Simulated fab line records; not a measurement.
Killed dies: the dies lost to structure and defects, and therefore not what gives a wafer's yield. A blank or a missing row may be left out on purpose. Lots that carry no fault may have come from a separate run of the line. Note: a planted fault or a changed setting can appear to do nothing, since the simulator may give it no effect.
Matching of chambers :: flow sky130 :: 3 sister chambers for SKY_VIA1_CMP_24 on cmp-02
The step polishes, stops on SiO2, t overpolish 15 s, target thk 0 nm. 6 wafers are shown with their chamber, then 7 later ones without.

EACH WAFER AND ITS CHAMBER
wafer: L480.2
chamber: 1
motorCurrentA (A): 11.6
timeToEndpointS (s): 68

wafer: L481.5
chamber: 1
motorCurrentA (A): 12.0
timeToEndpointS (s): 70

wafer: L482.3
chamber: 0
motorCurrentA (A): 12.0
timeToEndpointS (s): 69

wafer: L485.5
chamber: 0
motorCurrentA (A): 12.3
timeToEndpointS (s): 69

wafer: L485.6
chamber: 3
motorCurrentA (A): 11.3
timeToEndpointS (s): 61

wafer: L486.2
chamber: 3
motorCurrentA (A): 10.9
timeToEndpointS (s): 64

WAFERS WITHOUT THEIR CHAMBER
wafer: L486.3
motorCurrentA (A): 11.3
timeToEndpointS (s): 69

wafer: L486.4
motorCurrentA (A): 12.3
timeToEndpointS (s): 69

wafer: L488.1
motorCurrentA (A): 11.3
timeToEndpointS (s): 78

wafer: L488.3
motorCurrentA (A): 10.5
timeToEndpointS (s): 66

wafer: L491.1
motorCurrentA (A): 11.5
timeToEndpointS (s): 70

wafer: L491.3
motorCurrentA (A): 11.2
timeToEndpointS (s): 67

wafer: L491.6
motorCurrentA (A): 11.1
timeToEndpointS (s): 65

CHAMBER TAKEN BY EACH
wafer: L486.3
from the rows above: can't be placed: 1 or 0
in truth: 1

wafer: L486.4
from the rows above: can't be placed: 0 or 1
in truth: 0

wafer: L488.1
from the rows above: can't be placed: 1 or 0
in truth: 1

wafer: L488.3
from the rows above: 3
in truth: 3

wafer: L491.1
from the rows above: can't be placed: 1 or 0
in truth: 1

wafer: L491.3
from the rows above: can't be placed: 1 or 3 or 0
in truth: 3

wafer: L491.6
from the rows above: 3
in truth: 3
Placed correctly: 2 of 7. Unplaceable from these rows: 5, with the true chamber sitting among the candidates in 5. Number placed wrongly: 0.
How it was worked out, from the rows above alone: a wafer's distance from a chamber is the root of the sum, over the readings, of the square of ((its reading less the chamber's mean) divided by the reading's scatter). If the next closest chamber is less than 2 further off than the closest, the wafer can't be placed; otherwise it belongs to the closest. The mean given for a chamber averages the wafers shown for that chamber. How the scatter is found: for the shown wafers, subtract from each reading the mean of its chamber, square and add these, divide the total by (wafers less chambers), then take the root.
